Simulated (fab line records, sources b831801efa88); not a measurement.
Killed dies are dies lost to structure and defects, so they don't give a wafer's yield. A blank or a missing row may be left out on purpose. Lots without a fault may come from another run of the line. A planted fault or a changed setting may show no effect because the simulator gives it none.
Which tool did it? | flow gf180mcu | 12 lots, 36 wafers sampled, at 5 steps of a route of 602

WHAT THE GAUGES READ, wafer by wafer
GF_M4_CD_MEAS_14: target cd 280 nm. Usual: cd_nm 279.6 nm, standard deviation 1.3.
lot  | measured     | on        | cd_nm (nm)        | flag
L821 | day 23 12:27 | cd_sem-02 | 278.4 278.8 278.5 |
L824 | day 24 20:38 | cd_sem-01 | 282.2 280.9 281.6 |
L827 | day 25 18:05 | cd_sem-01 | 289.6 289.6 289.7 | OFF
L829 | day 26 15:44 | cd_sem-01 | 288.2 288.6 288.6 | OFF
L833 | day 27 19:14 | cd_sem-01 | 281.2 280.3 280.3 |
L837 | day 28 22:01 | cd_sem-01 | 279.1 280.4 280.3 |
L838 | day 29 01:29 | cd_sem-01 | 277.4 277.9 277.7 |
L839 | day 29 12:20 | cd_sem-02 | 280.3 280.1 279.9 |
L840 | day 29 23:03 | cd_sem-01 | 279.3 278.9 278.5 |
L841 | day 30 00:10 | cd_sem-01 | 279.9 280.5 280.7 |
L842 | day 30 09:28 | cd_sem-01 | 278.9 279.6 278.5 |
L843 | day 30 10:07 | cd_sem-02 | 280.9 280.4 281.7 |

WHICH TOOL RAN EACH LOT (tool, then ch and the chambers of the sampled wafers, then the start)
lot  | GF_V3_ETCH_16                      | GF_V3_SPUTTER_21             | GF_M4_SPUTTER_01             | GF_M4_SOFTBAKE_10
L821 | rie_diel-01 ch 1,2,3, day 22 12:41 | pvd_sputter-02, day 22 13:22 | pvd_sputter-04, day 22 14:10 | litho_track-01 ch 0, day 23 01:32
L824 | rie_diel-04 ch 0,1,2, day 23 21:10 | pvd_sputter-01, day 23 21:50 | pvd_sputter-03, day 23 22:38 | litho_track-03 ch 0, day 24 09:53
L827 | rie_diel-01 ch 1,2,3, day 24 19:08 | pvd_sputter-01, day 24 19:49 | pvd_sputter-03, day 24 20:37 | litho_track-01 ch 0, day 25 07:20
L829 | rie_diel-04 ch 0,1,3, day 25 16:37 | pvd_sputter-03, day 25 17:20 | pvd_sputter-04, day 25 18:08 | litho_track-01 ch 0, day 26 04:32
L833 | rie_diel-01 ch 0,1,2, day 26 21:35 | pvd_sputter-02, day 26 22:22 | pvd_sputter-03, day 26 23:10 | litho_track-04 ch 0, day 27 09:04
L837 | rie_diel-03 ch 0,2, day 28 00:53   | pvd_sputter-02, day 28 01:35 | pvd_sputter-03, day 28 02:23 | litho_track-01 ch 0, day 28 12:53
L838 | rie_diel-01 ch 2,3, day 28 04:34   | pvd_sputter-03, day 28 05:17 | pvd_sputter-02, day 28 06:04 | litho_track-03 ch 0, day 28 16:02
L839 | rie_diel-01 ch 0,2, day 28 15:48   | pvd_sputter-03, day 28 16:28 | pvd_sputter-03, day 28 17:18 | litho_track-03 ch 0, day 29 02:44
L840 | rie_diel-01 ch 0,1,3, day 29 02:28 | pvd_sputter-01, day 29 03:10 | pvd_sputter-02, day 29 03:57 | litho_track-01 ch 0, day 29 13:28
L841 | rie_diel-03 ch 0,2,3, day 29 03:46 | pvd_sputter-03, day 29 04:25 | pvd_sputter-04, day 29 05:13 | litho_track-01 ch 0, day 29 14:43
L842 | rie_diel-01 ch 0,1,2, day 29 12:35 | pvd_sputter-01, day 29 13:28 | pvd_sputter-03, day 29 14:34 | litho_track-01 ch 0, day 30 00:13
L843 | rie_diel-03 ch 0,2,3, day 29 13:55 | pvd_sputter-01, day 29 14:42 | pvd_sputter-04, day 29 15:37 | litho_track-04 ch 0, day 30 00:56
- GF_V3_ETCH_16: etches BARC in N2/H2.
- GF_V3_SPUTTER_21: material Ti, target thk 15 nm, time 80.02 s.
- GF_M4_SPUTTER_01: material TiN, target thk 30 nm, time 25 s.
- GF_M4_SOFTBAKE_10: time 60 s.

WHAT THE TOOLS THEMSELVES READ (means of the sampled wafers that have a number; where no wafer has one, the mark that the record gives instead)
GF_V3_ETCH_16. Usual: drypump_motor_current_A 5.7 A, standard deviation 0.5; oes_product_au 0.855 a.u., standard deviation 0.0042; throttle_valve_pct 13.225 %, standard deviation 0.0097.
lot  | tool        | drypump_motor_current_A (A) | oes_product_au (a.u.) | throttle_valve_pct (%) | flag
L821 | rie_diel-01 | 5.7                         | 0.854                 | 13.216                 |
L824 | rie_diel-04 | 5.7                         | 0.854                 | 13.221                 |
L827 | rie_diel-01 | 5.7                         | 0.854                 | 13.235                 |
L829 | rie_diel-04 | 5.9                         | 0.856                 | 13.228                 |
L833 | rie_diel-01 | 5.4                         | 0.858                 | 13.219                 |
L837 | rie_diel-03 | 6.3                         | 0.856                 | 13.219                 |
L838 | rie_diel-01 | 5.5                         | 0.856                 | 13.221                 |
L839 | rie_diel-01 | 5.1                         | 0.855                 | 13.230                 |
L840 | rie_diel-01 | 5.4                         | 0.857                 | 13.218                 |
L841 | rie_diel-03 | 6.0                         | 0.857                 | 13.229                 |
L842 | rie_diel-01 | 5.5                         | 0.855                 | 13.222                 |
L843 | rie_diel-03 | 5.9                         | 0.854                 | 13.226                 |

GF_V3_SPUTTER_21. Usual: throttle_valve_pct 30.3 %, standard deviation 1.1.
lot  | tool           | throttle_valve_pct (%) | flag
L821 | pvd_sputter-02 | 30.0                   |
L824 | pvd_sputter-01 | 30.5                   |
L827 | pvd_sputter-01 | 31.0                   |
L829 | pvd_sputter-03 | 29.6                   |
L833 | pvd_sputter-02 | 31.1                   |
L837 | pvd_sputter-02 | 30.1                   |
L838 | pvd_sputter-03 | 29.7                   |
L839 | pvd_sputter-03 | 28.5                   |
L840 | pvd_sputter-01 | 30.3                   |
L841 | pvd_sputter-03 | 29.6                   |
L842 | pvd_sputter-01 | 30.8                   |
L843 | pvd_sputter-01 | 30.7                   |

GF_M4_SPUTTER_01. Usual: throttle_valve_pct 30.1 %, standard deviation 1.1.
lot  | tool           | throttle_valve_pct (%) | flag
L821 | pvd_sputter-04 | 30.4                   |
L824 | pvd_sputter-03 | 29.8                   |
L827 | pvd_sputter-03 | 29.7                   |
L829 | pvd_sputter-04 | 30.2                   |
L833 | pvd_sputter-03 | 29.6                   |
L837 | pvd_sputter-03 | 30.1                   |
L838 | pvd_sputter-02 | 30.1                   |
L839 | pvd_sputter-03 | 30.4                   |
L840 | pvd_sputter-02 | 30.0                   |
L841 | pvd_sputter-04 | 30.5                   |
L842 | pvd_sputter-03 | 31.4                   |
L843 | pvd_sputter-04 | 30.5                   |

GF_M4_SOFTBAKE_10. Usual: heater_power_total_W 93.06 W, standard deviation 0.058; plate_temp_C 130.01 C, standard deviation 0.16; resist_line_temp_C 23.02 C, standard deviation 0.095.
lot  | tool           | heater_power_total_W (W) | plate_temp_C (C) | resist_line_temp_C (C) | flag
L821 | litho_track-01 | 93.05                    | 130.14           | 22.84                  |
L824 | litho_track-03 | 93.03                    | 130.21           | 22.93                  |
L827 | litho_track-01 | 88.71                    | 125.17           | 23.05                  | OFF
L829 | litho_track-01 | 88.71                    | 125.14           | 23.06                  | OFF
L833 | litho_track-04 | 93.04                    | 130.12           | 22.86                  |
L837 | litho_track-01 | 93.06                    | 130.03           | 23.04                  |
L838 | litho_track-03 | 93.05                    | 130.19           | 23.08                  |
L839 | litho_track-03 | 93.04                    | 130.12           | 23.04                  |
L840 | litho_track-01 | 93.04                    | 130.01           | 23.03                  |
L841 | litho_track-01 | 93.09                    | 130.05           | 22.93                  |
L842 | litho_track-01 | 93.10                    | 129.76           | 22.95                  |
L843 | litho_track-04 | 93.04                    | 129.98           | 22.98                  |

THE ANSWER, worked out from the rows above alone
Rule: a lot is off if the mean of its wafers that have a number lies more than 3 standard deviations from the usual mean. A lot without any number at a reading at which 4 lots or more have one is off too. The other lots that the step has rows for count as sound. The gauges are gone through in route order, then the tools' own readings, and for those a lot's mean is taken as printed above. The first step at which some lot is off is used, and at that step the reading that is off furthest; a lot without a number counts as furthest.
Off: L827, L829, at GF_M4_CD_MEAS_14 (cd_nm).
A tool fits if, at a process step before that reading, it ran every lot that is off, and no sound lot after the first of them. The gauges at GF_M4_CD_MEAS_14 aren't tried: what is off there is off at GF_M4_SOFTBAKE_10 too, on other tools, and a gauge's error can't cause that. None of those tried fits.

WHAT THE SIMULATOR HAD PUT IN
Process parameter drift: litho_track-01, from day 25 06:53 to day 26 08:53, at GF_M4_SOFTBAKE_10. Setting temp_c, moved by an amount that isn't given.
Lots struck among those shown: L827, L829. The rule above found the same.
